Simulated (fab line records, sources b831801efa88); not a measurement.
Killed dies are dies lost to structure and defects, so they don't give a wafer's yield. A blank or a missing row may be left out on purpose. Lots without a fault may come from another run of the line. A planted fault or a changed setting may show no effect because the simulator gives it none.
Which tool did it? | flow gf180mcu | 10 lots, 29 wafers sampled, at 6 steps of a route of 602

WHAT THE GAUGES READ, wafer by wafer
GF_V1_THK_MEAS_01. Usual: V1_CVD_00_THK 600 nm, standard deviation 6.1.
lot  | measured     | on            | V1_CVD_00_THK (nm) | flag
L446 | day 17 13:24 | film_metro-01 | 601 600 607        |
L447 | day 17 23:44 | film_metro-02 | 598 598 592        |
L451 | day 19 17:55 | film_metro-03 | 597 604 603        |
L453 | day 20 06:25 | film_metro-03 | 606 604            |
L457 | day 21 10:53 | film_metro-02 | 591 603 592        |
L459 | day 22 09:13 | film_metro-01 | 610 597 604        |
L463 | day 23 17:22 | film_metro-01 | 607 606 603        |
L465 | day 24 07:07 | film_metro-02 | 601 594 605        |
L466 | day 24 14:41 | film_metro-01 | 598 593 591        |
L467 | day 25 02:51 | film_metro-01 | 600 594 601        |

GF_M2_RS_MEAS_05: measures by four-point-probe. Usual: M2_ALCU_RS 0.0692 ohm/sq, standard deviation 0.00069.
lot  | measured     | on            | M2_ALCU_RS (ohm/sq)  | flag
L446 | day 18 15:19 | film_metro-04 | 0.0693 0.0686 0.0692 |
L447 | day 19 02:29 | film_metro-04 | 0.0687 0.0686 0.0686 |
L451 | day 20 20:33 | film_metro-04 | 0.0693 0.0693 0.0693 |
L453 | day 21 08:49 | film_metro-01 | 0.0694 0.0817        | OFF
L457 | day 22 12:39 | film_metro-04 | 0.0694 0.0695 0.0819 | OFF
L459 | day 23 10:16 | film_metro-04 | 0.0697 0.0692 0.0689 |
L463 | day 24 17:56 | film_metro-02 | 0.0690 0.0701 0.0692 |
L465 | day 25 07:36 | film_metro-04 | 0.0694 0.0693 0.0688 |
L466 | day 25 13:55 | film_metro-02 | 0.0690 0.0687 0.0690 |
L467 | day 26 01:58 | film_metro-02 | 0.0693 0.0692 0.0696 |

GF_M2_THK_MEAS_06: measures by xrf. Usual: M2_ALCU_THK 444 nm, standard deviation 4.9.
lot  | measured     | on            | M2_ALCU_THK (nm) | flag
L446 | day 18 15:26 | film_metro-04 | 442 449 447      |
L447 | day 19 02:35 | film_metro-04 | 449 450 450      |
L451 | day 20 20:39 | film_metro-04 | 445 444 446      |
L453 | day 21 08:55 | film_metro-01 | 445 380          | OFF
L457 | day 22 12:45 | film_metro-04 | 446 448 378      | OFF
L459 | day 23 10:23 | film_metro-04 | 443 442 447      |
L463 | day 24 18:02 | film_metro-02 | 443 437 440      |
L465 | day 25 07:43 | film_metro-04 | 441 445 446      |
L466 | day 25 14:02 | film_metro-02 | 443 442 441      |
L467 | day 26 02:05 | film_metro-02 | 441 442 444      |

WHICH TOOL RAN EACH LOT (tool, then ch and the chambers of the sampled wafers, then the start)
lot  | GF_V1_SPUTTER_22             | GF_M2_SPUTTER_00             | GF_M2_SPUTTER_02
L446 | pvd_sputter-03, day 18 14:28 | pvd_sputter-01, day 18 15:05 | pvd_sputter-01, day 18 15:13
L447 | pvd_sputter-03, day 19 01:37 | pvd_sputter-04, day 19 02:14 | pvd_sputter-04, day 19 02:22
L451 | pvd_sputter-03, day 20 19:40 | pvd_sputter-04, day 20 20:17 | pvd_sputter-04, day 20 20:25
L453 | pvd_sputter-03, day 21 07:55 | pvd_sputter-04, day 21 08:33 | pvd_sputter-04, day 21 08:41
L457 | pvd_sputter-03, day 22 11:46 | pvd_sputter-04, day 22 12:23 | pvd_sputter-04, day 22 12:31
L459 | pvd_sputter-03, day 23 09:25 | pvd_sputter-02, day 23 10:02 | pvd_sputter-02, day 23 10:10
L463 | pvd_sputter-04, day 24 17:03 | pvd_sputter-01, day 24 17:41 | pvd_sputter-01, day 24 17:49
L465 | pvd_sputter-03, day 25 06:43 | pvd_sputter-02, day 25 07:22 | pvd_sputter-02, day 25 07:29
L466 | pvd_sputter-03, day 25 13:03 | pvd_sputter-02, day 25 13:41 | pvd_sputter-02, day 25 13:49
L467 | pvd_sputter-04, day 26 01:07 | pvd_sputter-04, day 26 01:44 | pvd_sputter-04, day 26 01:52
- GF_V1_SPUTTER_22: material TiN, target thk 10 nm, time 40 s.
- GF_M2_SPUTTER_00: material Ti, target thk 37.5 nm, time 150 s.
- GF_M2_SPUTTER_02: material AlCu, target thk 450 nm, time 23.9 s.

WHAT THE TOOLS THEMSELVES READ (means of the sampled wafers that have a number; where no wafer has one, the mark that the record gives instead)
GF_V1_SPUTTER_22. Usual: chamber_pressure_pa 5.000 Pa, standard deviation 0.012; throttle_valve_pct 29.4 %, standard deviation 0.94.
lot  | tool           | chamber_pressure_pa (Pa) | throttle_valve_pct (%) | flag
L446 | pvd_sputter-03 | 4.997                    | 29.3                   |
L447 | pvd_sputter-03 | 4.996                    | 29.3                   |
L451 | pvd_sputter-03 | 5.010                    | 29.2                   |
L453 | pvd_sputter-03 | 4.995                    | 29.5                   |
L457 | pvd_sputter-03 | 4.993                    | 29.2                   |
L459 | pvd_sputter-03 | 5.007                    | 29.1                   |
L463 | pvd_sputter-04 | 4.998                    | 29.2                   |
L465 | pvd_sputter-03 | 4.997                    | 28.8                   |
L466 | pvd_sputter-03 | 4.996                    | 29.4                   |
L467 | pvd_sputter-04 | 5.005                    | 29.3                   |

GF_M2_SPUTTER_00. Usual: chamber_pressure_pa 1.999 Pa, standard deviation 0.0042; throttle_valve_pct 29.8 %, standard deviation 1.
lot  | tool           | chamber_pressure_pa (Pa) | throttle_valve_pct (%) | flag
L446 | pvd_sputter-01 | 1.997                    | 30.1                   |
L447 | pvd_sputter-04 | 1.998                    | 30.4                   |
L451 | pvd_sputter-04 | 2.000                    | 30.3                   |
L453 | pvd_sputter-04 | 1.996                    | 29.9                   |
L457 | pvd_sputter-04 | 1.997                    | 30.8                   |
L459 | pvd_sputter-02 | 2.003                    | 29.9                   |
L463 | pvd_sputter-01 | 2.003                    | 29.8                   |
L465 | pvd_sputter-02 | 1.999                    | 29.2                   |
L466 | pvd_sputter-02 | 2.000                    | 29.2                   |
L467 | pvd_sputter-04 | 2.003                    | 28.8                   |

GF_M2_SPUTTER_02. Usual: chamber_pressure_pa 0.4000 Pa, standard deviation 0.00075; throttle_valve_pct 29.8 %, standard deviation 1.
lot  | tool           | chamber_pressure_pa (Pa) | throttle_valve_pct (%) | flag
L446 | pvd_sputter-01 | 0.3998                   | 30.0                   |
L447 | pvd_sputter-04 | 0.4001                   | 30.5                   |
L451 | pvd_sputter-04 | 0.3999                   | 30.5                   |
L453 | pvd_sputter-04 | 0.3988                   | 30.1                   |
L457 | pvd_sputter-04 | 0.3997                   | 30.8                   |
L459 | pvd_sputter-02 | 0.3997                   | 29.8                   |
L463 | pvd_sputter-01 | 0.4011                   | 30.0                   |
L465 | pvd_sputter-02 | 0.4001                   | 29.1                   |
L466 | pvd_sputter-02 | 0.3999                   | 29.3                   |
L467 | pvd_sputter-04 | 0.4000                   | 28.9                   |

THE ANSWER, worked out from the rows above alone
Rule: a lot is off if the mean of its wafers that have a number lies more than 3 standard deviations from the usual mean. A lot without any number at a reading at which 4 lots or more have one is off too. The other lots that the step has rows for count as sound. The gauges are gone through in route order, then the tools' own readings, and for those a lot's mean is taken as printed above. The first step at which some lot is off is used, and at that step the reading that is off furthest; a lot without a number counts as furthest.
Off: L453, L457, at GF_M2_RS_MEAS_05 (M2_ALCU_RS).
A tool fits if, at a process step before that reading, it ran every lot that is off, and no sound lot after the first of them. The gauges at GF_M2_RS_MEAS_05 are tried like those tools. None of those tried fits.

WHAT THE SIMULATOR HAD PUT IN
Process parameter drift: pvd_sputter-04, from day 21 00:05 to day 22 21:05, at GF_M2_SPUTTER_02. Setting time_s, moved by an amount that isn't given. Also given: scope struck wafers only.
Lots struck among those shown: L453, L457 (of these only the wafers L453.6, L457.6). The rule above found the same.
